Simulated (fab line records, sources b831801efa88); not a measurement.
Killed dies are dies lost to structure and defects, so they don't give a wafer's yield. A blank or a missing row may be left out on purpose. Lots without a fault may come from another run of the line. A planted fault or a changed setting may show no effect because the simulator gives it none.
Which tool did it? | flow sky130 | 13 lots, 39 wafers sampled, at 1 step of a route of 708

WHAT THE GAUGES READ, wafer by wafer
SKY_POLY_GATE_CD_MEAS_22.
lot  | measured     | on        | cd_nm (nm)
L931 | day 16 01:39 | cd_sem-02 | 150.6 147.6 147.9
L932 | day 16 09:48 | cd_sem-01 | 147.4 145.4 148.6
L933 | day 16 20:41 | cd_sem-02 | 148.6 151.7 147.3
L934 | day 18 15:53 | cd_sem-02 | 152.1 151.1 151.6
L936 | day 19 05:26 | cd_sem-01 | 153.4 149.8 154.0
L939 | day 20 04:23 | cd_sem-02 | 148.7 145.3 145.4
L940 | day 20 08:25 | cd_sem-02 | 146.8 148.2 147.6
L943 | day 21 02:00 | cd_sem-01 | 149.3 149.7 149.3
L949 | day 22 22:47 | cd_sem-02 | 152.7 152.1 152.1
L951 | day 23 21:00 | cd_sem-01 | 149.0 150.1 152.3
L952 | day 24 04:49 | cd_sem-02 | 152.3 151.8 149.0
L953 | day 24 07:58 | cd_sem-01 | 151.8 152.8 150.6
L954 | day 24 18:37 | cd_sem-01 | 147.5 147.6 147.1

WHICH TOOL RAN EACH LOT (tool, then ch and the chambers of the sampled wafers, then the start)
The record holds no process step before these readings.

WHAT THE TOOLS THEMSELVES READ (means of the sampled wafers that have a number; where no wafer has one, the mark that the record gives instead)
The record holds no such reading with a usual standard deviation.

THE ANSWER, worked out from the rows above alone
Rule: what is usual is taken from the lots themselves. Put in order of their means at a reading, lots are off if they are a third of the lots or fewer, leave a main group of 4 or more, and stand apart from it by a gap of 3 or more times the standard deviation of the main group's means; of several such gaps the widest counts. A main group whose means are all the same, to the digits that the tables above print for the reading, isn't used. A lot without any number at a reading at which 4 lots or more have one is off too. The other lots that the step has rows for count as sound. The gauges are gone through in route order, then the tools' own readings, and for those a lot's mean is taken as printed above. The first step at which some lot is off is used, and at that step the reading that is off furthest; a lot without a number counts as furthest.
No lot is off at any reading shown: from this, nothing can be told.

WHAT THE SIMULATOR HAD PUT IN
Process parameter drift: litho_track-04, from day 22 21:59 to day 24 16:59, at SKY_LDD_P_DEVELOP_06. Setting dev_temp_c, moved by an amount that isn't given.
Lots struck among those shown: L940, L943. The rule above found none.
